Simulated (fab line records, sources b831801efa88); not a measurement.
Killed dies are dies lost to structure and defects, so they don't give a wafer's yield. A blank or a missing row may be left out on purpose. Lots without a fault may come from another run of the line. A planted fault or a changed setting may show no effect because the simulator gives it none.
Chamber matching | flow gf180mcu | GF_V5_CMP_26 on cmp-01: 4 sister chambers
The step polishes, stops on SiO2, t overpolish 15 s, target thk 0 nm. 8 wafers are shown with their chamber, then 9 later ones without.

WAFERS WITH THEIR CHAMBER
wafer  | chamber | motor_current_A (A) | time_to_endpoint_s (s)
L079.6 | 1       | 10.2                | 80
L082.1 | 2       | 10.0                | 83
L084.1 | 3       | 11.0                | 88
L084.3 | 0       | 9.7                 | 88
L084.5 | 0       | 9.5                 | 88
L085.2 | 1       | 9.9                 | 81
L085.4 | 2       | 10.2                | 85
L085.6 | 3       | 10.6                | 87

WAFERS WITHOUT THEIR CHAMBER
wafer  | motor_current_A (A) | time_to_endpoint_s (s)
L091.3 | 10.0                | 87
L091.4 | 10.0                | 80
L091.5 | 10.0                | 83
L092.1 | 11.0                | 88
L092.3 | 9.8                 | 82
L092.5 | 9.7                 | 85
L096.2 | 10.2                | 80
L096.3 | 11.1                | 87
L096.6 | 10.4                | 87

WHICH CHAMBER EACH WENT THROUGH
wafer  | from the rows above          | in truth
L091.3 | can't be placed: 0 or 2 or 3 | 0
L091.4 | 1                            | 1
L091.5 | can't be placed: 2 or 1      | 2
L092.1 | 3                            | 3
L092.3 | can't be placed: 1 or 2      | 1
L092.5 | can't be placed: 2 or 0      | 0
L096.2 | 1                            | 1
L096.3 | 3                            | 3
L096.6 | can't be placed: 3 or 2      | 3
Placed correctly: 4 of 9. Can't be placed from these rows: 5 (the true chamber is among the candidates in 5). Placed wrongly: 0.
How it was worked out, from the rows above alone: a wafer's distance from a chamber is the root of the sum, over the readings, of the square of ((its reading less the chamber's mean) divided by the reading's scatter). The wafer belongs to the nearest chamber; if the next one is less than 2 further off, it can't be placed. A chamber's mean is the mean of its shown wafers. The scatter: the root of (the sum of the squares of (reading less its chamber's mean) over the shown wafers, divided by (wafers less chambers)).
